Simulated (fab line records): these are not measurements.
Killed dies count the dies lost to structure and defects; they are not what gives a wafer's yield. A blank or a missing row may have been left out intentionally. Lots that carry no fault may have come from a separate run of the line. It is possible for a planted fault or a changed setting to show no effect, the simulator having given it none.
Code-filled problem report in 8D (eight disciplines) form / flow sfq-line / the parts of the form that need people (team, actions taken, sign-off) are left out

## 1. WHAT WENT WRONG
SFQ_TRILAYER_I2_VIA_BARC_OPEN_VIA_ETCH_096, run-length-s: mean 78.5 s over 1 wafer from 1 lot; wafers with no fault: 70.1 s, standard deviation 0.53. That puts it +16 standard deviations away from the usual mean.
The step: etches BARC in O2, target depth 125 nm, time 41.7 s.
First seen on wafer L703.2, day 38 17:29, on rie-diel-01. The record holds 38 wafers of 13 lots with a number at this step. Rule for "out", or "out of limits": more than 4 standard deviations from the usual mean. Any other wafer with a number is counted as sound.

## 2. WHAT IT IS AND WHAT IT IS NOT
question=which readings at this step | is=run-length-s, oes-product-au | is not=drypump-motor-current-A
question=which lots | is=L703 | is not=L689, L690, L691, L692, L693, L694, L705, L706, L708, L709, L711, L712
question=which wafers of those lots | is=L703.2 | is not=L703.4
question=read on which tools | is=rie-diel-01 | is not=rie-diel-02, rie-diel-03
question=when | is=from day 38 17:29 | is not=up to then (19 sound wafers); but 18 sound wafers of L705, L706, L708, L709, L711, L712 came after

## 3. WHAT RULES OUT EACH SUSPECT
Counting: a tool at a process step up to the reading stays a suspect if it ran every lot that is out. Sound lots after the first of them don't rule it out here, since some wafers of a struck lot are sound.
- rie-diel-01 at SFQ_TRILAYER_I2_VIA_BARC_OPEN_VIA_ETCH_096 (etches BARC in O2, target depth 125 nm, time 41.7 s): kept. L703, the lot that is out, went through it at day 38 17:29; up to then, the latest sound lot through it was L694 at day 31 00:06. Its own oes-product-au, run-length-s readings are out on those wafers.
- Within rie-diel-01 at SFQ_TRILAYER_I2_VIA_BARC_OPEN_VIA_ETCH_096: the wafers that are out ran in chamber 2; their sound lot-mates ran in chamber 0.
The count leaves rie-diel-01 at SFQ_TRILAYER_I2_VIA_BARC_OPEN_VIA_ETCH_096.

## 4. THE CAUSE (what the simulator had put in)
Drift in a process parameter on rie-diel-01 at SFQ_TRILAYER_I2_VIA_BARC_OPEN_VIA_ETCH_096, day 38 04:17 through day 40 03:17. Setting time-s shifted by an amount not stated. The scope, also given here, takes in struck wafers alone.
The count eliminated every tool but this one.

## 5. SEQUENCE OF EFFECTS, ordered by route
Each row: a reading whose mean over the struck wafers that have a number lies more than 3 standard deviations from the usual. Only readings for which the record gives a usual standard deviation are gone through. hours: the time from each lot's start at the first step in this table that gives one to its start at this step, as a median over the lots. sigmas: the change in usual standard deviations.
hours=0; step=SFQ_TRILAYER_I2_VIA_BARC_OPEN_VIA_ETCH_096; reading=oes-product-au; usual=0.685 a.u.; on struck wafers=0.633; change=-0.052; sigmas=-11
hours=0; step=SFQ_TRILAYER_I2_VIA_BARC_OPEN_VIA_ETCH_096; reading=run-length-s; usual=70.1 s; on struck wafers=78.5; change=+8.4; sigmas=+16
It contains these process steps:
- SFQ_TRILAYER_I2_VIA_BARC_OPEN_VIA_ETCH_096: etches BARC in O2, target depth 125 nm, time 41.7 s.

## 6. HOW IT WOULD HAVE BEEN CAUGHT EARLIER
The fault began at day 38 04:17; the first out-of-limits reading in this record came at day 38 17:29, 13 hours later.
